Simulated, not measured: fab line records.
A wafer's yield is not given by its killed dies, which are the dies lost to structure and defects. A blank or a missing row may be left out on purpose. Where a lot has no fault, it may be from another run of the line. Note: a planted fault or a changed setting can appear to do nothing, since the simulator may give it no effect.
Code-filled problem report in 8D (eight disciplines) form | flow sky130 | the parts of the form that need people (team, actions taken, sign-off) are left out

1. THE ISSUE
chamber pressure mTorr at SKY_LOCAL_INTERCONNECT_STRIP_15 reads a mean of 1200.2 mTorr on 2 wafers of 2 lots; wafers without a fault read 1500.1 mTorr with a standard deviation of 1.2. That is -99 or more standard deviations from the usual mean.
The step: strips in O2/N2.
First observed at day 31 13:37: wafer L952.1, on plasma asher-01. The record has a number at this step for 36 wafers belonging to 12 lots. The rule behind "out" and "out of limits": a value lying over 4 standard deviations away from the usual mean. All remaining wafers that have a number are taken as sound.

2. WHAT IT IS AND WHAT IT IS NOT
question                    | is                                               | is not
which readings at this step | chamber pressure mTorr, strip time to endpoint s | drypump motor current A, oes product au
which lots                  | L952, L954                                       | L948, L949, L950, L951, L961, L963, L966, L969, L970, L971
which wafers of those lots  | L952.1, L954.1                                   | L952.2, L952.5, L954.2, L954.6
read on which tools         | plasma asher-01                                  | plasma asher-02, plasma asher-04
when                        | from day 31 13:37                                | up to then (14 sound wafers); but 20 sound wafers of L954, L961, L963, L966, L969, L970, L971 came after

3. WHAT RULES OUT EACH SUSPECT
Counting: if a tool at a process step up to the reading ran every lot that is out, it stays a suspect. Sound lots after the first of them don't rule it out here, since some wafers of a struck lot are sound.
- plasma asher-01 at SKY_LOCAL_INTERCONNECT_STRIP_15 (strips in O2/N2): kept. Every lot that is out went through it, the first being L952 (day 31 13:37); the last sound lot it ran before that was L951 (day 31 02:55). Out on those wafers are its own readings of chamber pressure mTorr, strip time to endpoint s.
- Within plasma asher-01 at SKY_LOCAL_INTERCONNECT_STRIP_15: the wafers that are out ran in chamber 0; their sound lot-mates ran in chamber 1.
After counting, what remains is plasma asher-01 at SKY_LOCAL_INTERCONNECT_STRIP_15.

4. THE CAUSE (what the simulator had put in)
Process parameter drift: plasma asher-01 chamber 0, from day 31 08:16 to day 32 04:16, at SKY_LOCAL_INTERCONNECT_STRIP_15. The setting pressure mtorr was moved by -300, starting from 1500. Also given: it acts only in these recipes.
This tool alone remained once counting was done.

5. SEQUENCE OF EFFECTS, ordered by route
Each row: a reading whose mean over the struck wafers that have a number lies more than 3 standard deviations from the usual. Readings are gone through only where the record gives a usual standard deviation; hours: the median, over the lots, of the time from a lot's start at the first step in this table giving one to that lot's start at this step; sigmas: the change measured in usual standard deviations.
hours | step                            | reading                  | usual        | on struck wafers | change | sigmas
0     | SKY_LOCAL_INTERCONNECT_STRIP_15 | chamber pressure mTorr   | 1500.1 mTorr | 1200.2           | -299.9 | -99 or more
0     | SKY_LOCAL_INTERCONNECT_STRIP_15 | strip time to endpoint s | 4.718 s      | 5.034            | +0.316 | +15
Process steps it contains:
- SKY_LOCAL_INTERCONNECT_STRIP_15: strips in O2/N2.
Later measuring or inspecting steps at which every struck wafer that the step has a row for has a number for every such reading, and none has moved that far: SKY_METAL1_RS_MEAS_05.

6. HOW IT WOULD HAVE BEEN CAUGHT EARLIER
5 hours passed between the start of the fault at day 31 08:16 and the first reading out of limits in this record, taken at day 31 13:37.
